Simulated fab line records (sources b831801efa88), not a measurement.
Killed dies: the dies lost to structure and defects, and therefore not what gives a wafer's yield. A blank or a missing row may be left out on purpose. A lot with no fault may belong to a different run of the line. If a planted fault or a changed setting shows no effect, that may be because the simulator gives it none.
One fault through the eyes of 2 desks	flow gf180mcu	numbers are kept per desk, each desk with only its own; the story behind them comes last

== FOR THE TOOL OWNER'S DESK: pvd sputter-03 ==
The tool's own readings at GF_M2_SPUTTER_02 (material AlCu, target thk 450 nm, time 23.9 s): means of the sampled wafers that have a number, for each lot that ran on this tool. If a lot's mean is further than 4 standard deviations from the usual mean, the lot is out of limits and carries the mark OUT (the distance appears in the brackets).
Columns: A = throttle valve pct at GF_M2_SPUTTER_02, usual 29.9 %
lot	first seen here	A
L833	day 18 04:13	30.6
L837	day 19 22:24	29.5
L838	day 20 12:01	29.1
L842	day 21 18:46	30.0
L843	day 22 03:09	29.7
L847	day 23 13:09	30.3
L848	day 23 22:20	30.1
L849	day 24 01:25	30.3
L856	day 26 07:49	29.2
This desk's finding: nothing out of limits on any of the 9 lots.

== FROM THE METROLOGY DESK ==
Means of the sampled wafers that have a number, per lot and without regard to the tool the lot ran on: this is what the gauges read. If a lot's mean is further than 4 standard deviations from the usual mean, the lot is out of limits and carries the mark OUT (the distance appears in the brackets).
Columns: A = M3_OVL at GF_M3_OVL_MEAS_15, usual -5 nm; B = V4_CVD_02_THK at GF_V4_THK_MEAS_03, usual 854 nm
lot	first seen here	A	B
L833	day 21 08:32	-6	861
L837	day 23 00:38	-2	858
L838	day 23 12:42	-8	851
L842	day 24 19:26	-1	847
L843	day 25 01:17	-5	866
L844	day 25 18:32	-11	845
L845	day 25 19:38	-3	853
L847	day 26 08:39	-7	843
L848	day 26 17:56	-2	860
L849	day 26 20:34	-3	852
L852	day 27 23:57	-7	872
L854	day 28 08:24	-7	846
L856	day 28 22:31	2	861
This desk's finding: nothing out of limits on any of the 13 lots.

== ALL TOGETHER ==
The tool owner's desk saw nothing out of limits.
From the metrology desk's view, nothing was out of limits.

== WHAT HAD BEEN PUT IN BY THE SIMULATOR ==
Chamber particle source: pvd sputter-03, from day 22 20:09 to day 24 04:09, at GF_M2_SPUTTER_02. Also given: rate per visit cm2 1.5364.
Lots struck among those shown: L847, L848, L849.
